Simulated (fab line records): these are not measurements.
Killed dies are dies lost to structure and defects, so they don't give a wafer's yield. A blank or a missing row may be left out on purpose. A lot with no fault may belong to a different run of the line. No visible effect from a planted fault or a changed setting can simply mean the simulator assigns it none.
Commonality check across tools | flow gf180mcu | 39 wafers sampled across 13 lots

== WHY THIS WAS OPENED ==
2 of 13 lots carry a flag on the reading VT_IMPLANT_3_TW at GF_VT_IMPLANT_TW_MEAS_32. No-fault wafers: 269.0, standard deviation 1.8.
Rule: a lot is flagged in two cases, either no wafer of it has a number, or all its wafers with numbers fall more than 4 standard deviations from that mean. As for the other lots, they are considered sound.

lot  | measured     | on            | VT_IMPLANT_3_TW, wafer by wafer | flag
L483 | day 6 23:02  | film_metro-03 | 269.6 267.3 267.8               |
L484 | day 7 03:27  | film_metro-04 | 273.0 271.1 270.2               |
L485 | day 7 16:39  | film_metro-03 | 268.0 268.7 266.7               |
L486 | day 7 21:35  | film_metro-03 | 268.9 269.1 269.4               |
L487 | day 8 01:41  | film_metro-03 | 268.4 268.2 267.2               |
L488 | day 8 13:14  | film_metro-04 | 271.5 272.0 271.3               |
L489 | day 8 14:08  | film_metro-04 | 271.6 271.0 270.2               |
L490 | day 9 00:26  | film_metro-04 | 270.6 270.2 270.7               |
L498 | day 11 00:51 | film_metro-04 | 145.5 144.8 145.0               | FLAGGED
L499 | day 11 02:40 | film_metro-03 | 144.5 144.1 144.8               | FLAGGED
L501 | day 11 17:26 | film_metro-03 | 269.6 270.2 269.8               |
L503 | day 12 06:35 | film_metro-04 | 269.3 271.5 270.5               |
L506 | day 13 03:41 | film_metro-02 | 266.6 265.0 265.3               |
Average over the flagged lots: 144.8; offset from the usual -124.2, equal to -69 standard deviations.

== WHICH TOOL RAN EACH LOT ==
The record keeps 1 process step preceding the reading, out of 602 steps on the route. Cell contents, in order: the tool; ch with the chambers the sampled wafers went through; the start.
lot  | flag    | GF_VT_IMPLANT_IMPLANT_30
L483 |         | implanter-01 ch 0, day 6 22:48
L484 |         | implanter-01 ch 0, day 7 03:13
L485 |         | implanter-03 ch 0, day 7 16:26
L486 |         | implanter-01 ch 0, day 7 21:20
L487 |         | implanter-01 ch 0, day 8 01:27
L488 |         | implanter-02 ch 0, day 8 12:59
L489 |         | implanter-03 ch 0, day 8 13:53
L490 |         | implanter-03 ch 0, day 9 00:11
L498 | FLAGGED | implanter-03 ch 0, day 11 00:37
L499 | FLAGGED | implanter-03 ch 0, day 11 02:25
L501 |         | implanter-01 ch 0, day 11 17:12
L503 |         | implanter-02 ch 0, day 12 06:21
L506 |         | implanter-01 ch 0, day 13 03:26
What is done by these steps:
- GF_VT_IMPLANT_IMPLANT_30
- GF_VT_IMPLANT_TW_MEAS_32

== FLAGGED AGAINST TOTAL, ONE TOOL AT A TIME (gauges that did the reading follow at the end) ==
step                     | tool          | lots run | flagged | share of the flagged lots | sound lots run after its first flagged lot
GF_VT_IMPLANT_IMPLANT_30 | implanter-01  | 6        | 0       | none                      | -
GF_VT_IMPLANT_IMPLANT_30 | implanter-02  | 2        | 0       | none                      | -
GF_VT_IMPLANT_IMPLANT_30 | implanter-03  | 5        | 2       | all                       | 0
GF_VT_IMPLANT_TW_MEAS_32 | film_metro-02 | 1        | 0       | none                      | -
GF_VT_IMPLANT_TW_MEAS_32 | film_metro-03 | 6        | 1       | some                      | 1 (L501)
GF_VT_IMPLANT_TW_MEAS_32 | film_metro-04 | 6        | 1       | some                      | 1 (L503)

== THE TABLE: WHAT IT ALLOWS ==
In the table, 1 row covers all flagged lots: implanter-03 at GF_VT_IMPLANT_IMPLANT_30.
- implanter-03 at GF_VT_IMPLANT_IMPLANT_30: 2 of its 5 lots flagged. Last sound lot L490 at day 9 00:11, first flagged lot L498 at day 11 00:37; a fault beginning in between fits. Its own readings (dose_ions_cm2, faraday_current_uA) fall more than 4 standard deviations out on all wafers of the flagged lots.
Just one tool remains: implanter-03 at GF_VT_IMPLANT_IMPLANT_30.

== WHAT THE SIMULATOR HAD PUT IN ==
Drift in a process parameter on implanter-03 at GF_VT_IMPLANT_IMPLANT_30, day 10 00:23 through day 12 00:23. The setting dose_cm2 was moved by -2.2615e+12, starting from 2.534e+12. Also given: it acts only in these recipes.
Lots struck among those shown: L498, L499. The rule above reached the same finding.
